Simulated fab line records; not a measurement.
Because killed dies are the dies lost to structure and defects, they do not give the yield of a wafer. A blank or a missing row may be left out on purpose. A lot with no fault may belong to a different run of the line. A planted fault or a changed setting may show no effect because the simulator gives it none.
A struck lot beside a sound one -- flow gf180mcu -- 42 out of 602 route steps
Sound: the wafers L233.1, L233.3, L233.6. Wafers L237.2, L237.3, L237.4 were the ones struck. The cause is named last.
At each step with rows: each side's tool, then ch and its chambers, then its first start. Under that, the readings that differ: sound wafers -- struck wafers -- difference of the means -- sigmas: that difference in standard deviations of wafers without a fault.
alike: words and numbers the same on both sides, and readings whose means are apart by under 2 such deviations; not compared: readings that were withheld, readings missing a value for some wafer, numbers with overlapping values and no deviation given by the record, and bounds like >300 which may hide the same value.
The two part at a step that has a row with sigmas, a row that says differs or no value, or rows on one side only. Numbers that don't overlap but have no deviation are shown without sigmas and don't part them. A reading that every wafer of one side lacks parts them only if that side has two wafers or more.

first, 2 steps without rows for these wafers: GF_DNWELL_DEVELOP_06 (develop time 60 s); GF_DNWELL_IMPLANT_07.
GF_DNWELL_STRIP_08: strips in O2/N2.
  sound on plasmaAsher-01 ch 0,1, day 4 20:27; struck on plasmaAsher-03 ch 0,1, day 5 15:53
  alike: drypumpMotorCurrentA, heaterPowerW, oesProductAu, stripTimeToEndpointS
  not compared: rfHoursCounterH
GF_DNWELL_TW_MEAS_09:
  sound on filmMetro-04 at day 4 20:33; struck on filmMetro-04 at day 5 15:59
  alike: DNWELL_TW
then, 7 steps without rows for these wafers: GF_NWELL_DEHYDRATE_00 (time 60 s); GF_NWELL_HMDS_01 (prime time 60 s); GF_NWELL_COAT_02 (resist thk 3000 nm); GF_NWELL_SOFTBAKE_03; GF_NWELL_EXPOSE_04 (exposes mask Nwell, target cd 860 nm); GF_NWELL_PEB_05; GF_NWELL_DEVELOP_06 (develop time 60 s).
GF_NWELL_OVL_MEAS_07:
  sound on overlay-01 at day 5 10:17; struck on overlay-01 at day 6 05:40
  alike: NWELL_OVL
GF_NWELL_IMPLANT_08:
  sound on implanter-03 ch 0, day 5 10:19; struck on implanter-01 ch 0, day 6 05:43
reading,sound,struck,difference,sigmas
doseIonsCm2,1.5014e+13 1.5031e+13 1.4998e+13,1.0303e+13 1.0277e+13 1.0275e+13,-4.7293e+12,-99 or more
faradayCurrentUA,82.3 82.5 87.2,61.3 57.9 59.0,-24.6,-14
following that, these wafers have no rows for 1 step: GF_NWELL_IMPLANT_09.
GF_NWELL_STRIP_10: strips in O2/N2.
  sound on plasmaAsher-02 ch 0,1, day 5 10:37; struck on plasmaAsher-02 ch 0,1, day 6 06:00
  alike: drypumpMotorCurrentA, heaterPowerW, oesProductAu, stripTimeToEndpointS
  not compared: rfHoursCounterH
GF_NWELL_TW_MEAS_11:
  sound on filmMetro-02 at day 5 10:43; struck on filmMetro-03 at day 6 06:21
reading,sound,struck,difference,sigmas
NWELL_TW,1569 1565 1568,1401 1409 1404,-163,-12
  not compared: hold
then, 6 steps without rows for these wafers: GF_LVPWELL_HMDS_01 (prime time 60 s); GF_LVPWELL_COAT_02 (resist thk 3000 nm); GF_LVPWELL_SOFTBAKE_03; GF_LVPWELL_EXPOSE_04 (exposes mask LVPWELL, target cd 600 nm); GF_LVPWELL_PEB_05; GF_LVPWELL_DEVELOP_06 (develop time 60 s).
GF_LVPWELL_OVL_MEAS_07:
  sound on overlay-02 at day 6 00:21; struck on overlay-02 at day 6 20:45
  alike: LVPWELL_OVL
then, 2 steps without rows for these wafers: GF_LVPWELL_IMPLANT_08; GF_LVPWELL_IMPLANT_09.
GF_LVPWELL_STRIP_10: strips in O2/N2.
  sound on plasmaAsher-02 ch 0,1, day 6 00:41; struck on plasmaAsher-02 ch 0,1, day 6 21:05
  alike: drypumpMotorCurrentA, heaterPowerW, oesProductAu, stripTimeToEndpointS
  not compared: rfHoursCounterH
GF_LVPWELL_TW_MEAS_11:
  sound on filmMetro-03 at day 6 00:47; struck on filmMetro-04 at day 6 21:11
reading,sound,struck,difference,sigmas
LVPWELL_TW,557 558 553,566 565 567,+10,+2
then, 7 steps without rows for these wafers: GF_MVSD_DEHYDRATE_00 (time 60 s); GF_MVSD_HMDS_01 (prime time 60 s); GF_MVSD_COAT_02 (resist thk 3000 nm); GF_MVSD_SOFTBAKE_03; GF_MVSD_EXPOSE_04 (exposes mask MVSD, target cd 1000 nm); GF_MVSD_PEB_05; GF_MVSD_DEVELOP_06 (develop time 60 s).
GF_MVSD_OVL_MEAS_07:
  sound on overlay-01 at day 6 14:14; struck on overlay-01 at day 7 12:36
  alike: MVSD_OVL
then, 2 steps without rows for these wafers: GF_MVSD_IMPLANT_08; GF_MVSD_IMPLANT_09.
GF_MVSD_STRIP_10: strips in O2/N2.
  sound on plasmaAsher-03 ch 0, day 6 14:35; struck on plasmaAsher-03 ch 0,1, day 7 12:56
  alike: drypumpMotorCurrentA, heaterPowerW, oesProductAu, stripTimeToEndpointS
  not compared: rfHoursCounterH
GF_MVSD_TW_MEAS_11:
  sound on filmMetro-02 at day 6 14:41; struck on filmMetro-03 at day 7 13:02
  alike: MVSD_TW
then, 2 steps without rows for these wafers: GF_MVPSD_DEHYDRATE_00 (time 60 s); GF_MVPSD_HMDS_01 (prime time 60 s).
-- the record jumps here: 4 days lie between the struck wafers' starts before and after --
GF_VT_IMPLANT_RS_MEAS_47: the measuring method here is four-point-probe.
  sound on filmMetro-03 at day 10 02:10; struck on filmMetro-03 at day 11 05:43
reading,sound,struck,difference,sigmas
NWELL_RS (ohm/sq),487.8 490.5 489.5,595.8 593.3 594.3,+105.2,+81
  not compared: hold

== WHERE THEY PART ==
First at GF_NWELL_IMPLANT_08; last, within this record, at GF_VT_IMPLANT_RS_MEAS_47.

WHY: what the simulator had put in
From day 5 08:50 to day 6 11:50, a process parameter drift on implanter-01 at GF_NWELL_IMPLANT_08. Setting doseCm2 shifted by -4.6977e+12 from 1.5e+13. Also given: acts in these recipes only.
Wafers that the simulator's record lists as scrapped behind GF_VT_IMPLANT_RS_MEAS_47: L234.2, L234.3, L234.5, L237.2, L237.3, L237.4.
